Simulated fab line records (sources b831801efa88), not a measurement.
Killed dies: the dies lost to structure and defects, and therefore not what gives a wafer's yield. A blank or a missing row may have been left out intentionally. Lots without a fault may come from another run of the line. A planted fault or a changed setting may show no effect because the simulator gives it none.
8D (eight disciplines) problem report, filled in by code / flow gf180mcu / the parts of the form that need people (team, actions taken, sign-off) are left out

1. WHAT WENT WRONG
oes_product_au at GF_MVSD_STRIP_10 reads a mean of 0.964 a.u. on 3 wafers of 1 lot; wafers without a fault read 0.724 a.u. with a standard deviation of 0.0045. That puts it +53 standard deviations away from the usual mean.
The step: strips in O2/N2.
First seen on wafer L866.2, day 6 12:35, on plasma_asher-04. At this step, 36 wafers from 12 lots have a number in the record. Rule for "out" (also "out of limits"): further than 4 standard deviations from the usual mean. All remaining wafers that have a number are taken as sound.

2. WHAT IT IS AND WHAT IT IS NOT
question=which readings at this step | is=oes_product_au | is not=drypump_motor_current_A, heater_power_w
question=which lots | is=L866 | is not=L859, L863, L872, L873, L874, L875, L876, L878, L879, L880, L882
question=which wafers of those lots | is=all that have a number | is not=-
question=read on which tools | is=plasma_asher-04 | is not=plasma_asher-01, plasma_asher-03
question=when | is=from day 6 12:35 | is not=up to then (6 sound wafers); but 27 sound wafers of L872, L873, L874, L875, L876, L878, L879, L880, L882 came after

3. THE SUSPECTS, EACH WITH WHAT RULES IT OUT
Counting: any tool at a process step up to the reading is kept as a suspect provided that every lot that is out went through it and no sound lot did after the first of them.
- plasma_asher-04 at GF_MVSD_STRIP_10 (strips in O2/N2): ruled out as a lasting fault. Following L866 (day 6 12:35), the first lot on it that is out, the sound lots L876 were run on it.
Left after counting: nothing in the record.

4. THE CAUSE (what the simulator had put in)
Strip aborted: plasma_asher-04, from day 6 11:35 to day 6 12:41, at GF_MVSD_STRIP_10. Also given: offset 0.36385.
Counting ruled it out, wrongly.

5. THE EFFECT CHAIN, in route order
One row per reading whose mean, taken over the struck wafers that have a number, lies over 3 standard deviations from the usual. Only readings for which the record gives a usual standard deviation are gone through. hours: the time from each lot's start at the first step in this table that gives one to its start at this step, as a median over the lots. sigmas: the change in usual standard deviations.
hours=0; step=GF_MVSD_STRIP_10; reading=oes_product_au; usual=0.724 a.u.; on struck wafers=0.964; change=+0.240; sigmas=+53
hours=16; step=GF_MVPSD_STRIP_10; reading=strip_time_to_endpoint_s; usual=36.95 s; on struck wafers=38.70; change=+1.75; sigmas=+18
Here are the process steps it includes:
- GF_MVSD_STRIP_10: strips in O2/N2.
- GF_MVPSD_STRIP_10: strips in O2/N2.
Readings that are blank on the struck wafers while sound wafers have them: strip_time_to_endpoint_s at GF_MVSD_STRIP_10.
Later steps that measure or inspect, where all struck wafers having a row at the step show a number for every such reading and not one has moved that far: GF_VT_IMPLANT_OVL_MEAS_07, GF_SALICIDE_RS_MEAS_04, GF_V1_OVL_MEAS_15.

6. HOW IT WOULD HAVE BEEN CAUGHT EARLIER
In this record the first reading out of limits was taken at day 6 12:35, 1 hour after the fault began at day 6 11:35.
